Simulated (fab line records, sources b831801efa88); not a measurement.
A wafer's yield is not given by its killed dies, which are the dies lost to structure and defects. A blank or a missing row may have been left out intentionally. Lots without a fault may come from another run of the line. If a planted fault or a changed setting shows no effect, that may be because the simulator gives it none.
Which tool did it? || flow gf180mcu || Sampling: 7 lots, 21 wafers, 2 of 602 route steps

== WHAT EACH GAUGE READ, for each wafer ==
GF_MVPSD_OVL_MEAS_07.
{"lot": "L768", "measured": "day 5 08:16", "on": "overlay-01", "MVPSD_OVL (nm)": "-1.0 -1.1 -0.6"}
{"lot": "L770", "measured": "day 5 16:59", "on": "overlay-02", "MVPSD_OVL (nm)": "-0.2 0.5 1.4"}
{"lot": "L776", "measured": "day 7 04:23", "on": "overlay-02", "MVPSD_OVL (nm)": "1.4 -1.1 1.2"}
{"lot": "L778", "measured": "day 7 18:23", "on": "overlay-02", "MVPSD_OVL (nm)": "- - -"}
{"lot": "L781", "measured": "day 8 11:16", "on": "overlay-02", "MVPSD_OVL (nm)": "-0.1 -1.0 0.8"}
{"lot": "L785", "measured": "day 9 12:07", "on": "overlay-02", "MVPSD_OVL (nm)": "0.5 2.3 -0.2"}
{"lot": "L788", "measured": "day 10 03:59", "on": "overlay-02", "MVPSD_OVL (nm)": "-2.5 1.4 -1.4"}

== WHAT TOOL EACH LOT RAN ON (gives the tool, then ch and the chambers of the sampled wafers, and finally the start) ==
{"lot": "L768", "GF_MVPSD_DEVELOP_06": "litho track-03 ch 0, day 5 08:00"}
{"lot": "L770", "GF_MVPSD_DEVELOP_06": "litho track-01 ch 0, day 5 16:00"}
{"lot": "L776", "GF_MVPSD_DEVELOP_06": "litho track-01 ch 0, day 7 04:00"}
{"lot": "L778", "GF_MVPSD_DEVELOP_06": "litho track-04 ch 0, day 7 18:00"}
{"lot": "L781", "GF_MVPSD_DEVELOP_06": "litho track-03 ch 0, day 8 11:00"}
{"lot": "L785", "GF_MVPSD_DEVELOP_06": "litho track-03 ch 0, day 9 11:00"}
{"lot": "L788", "GF_MVPSD_DEVELOP_06": "litho track-01 ch 0, day 10 03:00"}
- GF_MVPSD_DEVELOP_06: develop time 60 s.

== THE ANSWER, worked out from the rows above alone ==
Rule: what is usual is taken from the lots themselves. The widest of any qualifying gaps counts: lots, ordered by their means at a reading, are off when they make up no more than a third of the lots, leave a main group of 4 or more, and stand apart from it by 3 or more times the standard deviation of that group's means. A main group is skipped when, at the precision printed for the reading in the tables above, its means are all equal. A lot without any number at a reading at which 4 lots or more have one is off too. Where the step has rows for the other lots, those lots are counted as sound.
Off: at GF_MVPSD_OVL_MEAS_07 (MVPSD_OVL), L778. Without a number there: L778. The main group has a mean of 0.0 nm with a standard deviation of 0.69.
If a tool, at a process step before that reading, ran all the lots that are off and no sound lot after the first of them, it fits. Gauges at GF_MVPSD_OVL_MEAS_07: tried the same way as those tools. One candidate fits, namely litho track-04 at GF_MVPSD_DEVELOP_06. It ran no sound lot before its first lot that is off in this sample, so the start can't be narrowed down.

== WHAT WAS PUT IN BY THE SIMULATOR ==
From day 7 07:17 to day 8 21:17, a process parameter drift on litho track-04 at GF_MVPSD_DEVELOP_06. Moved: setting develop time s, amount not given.
Lots struck among those shown: L778. The same result came from the rule above.
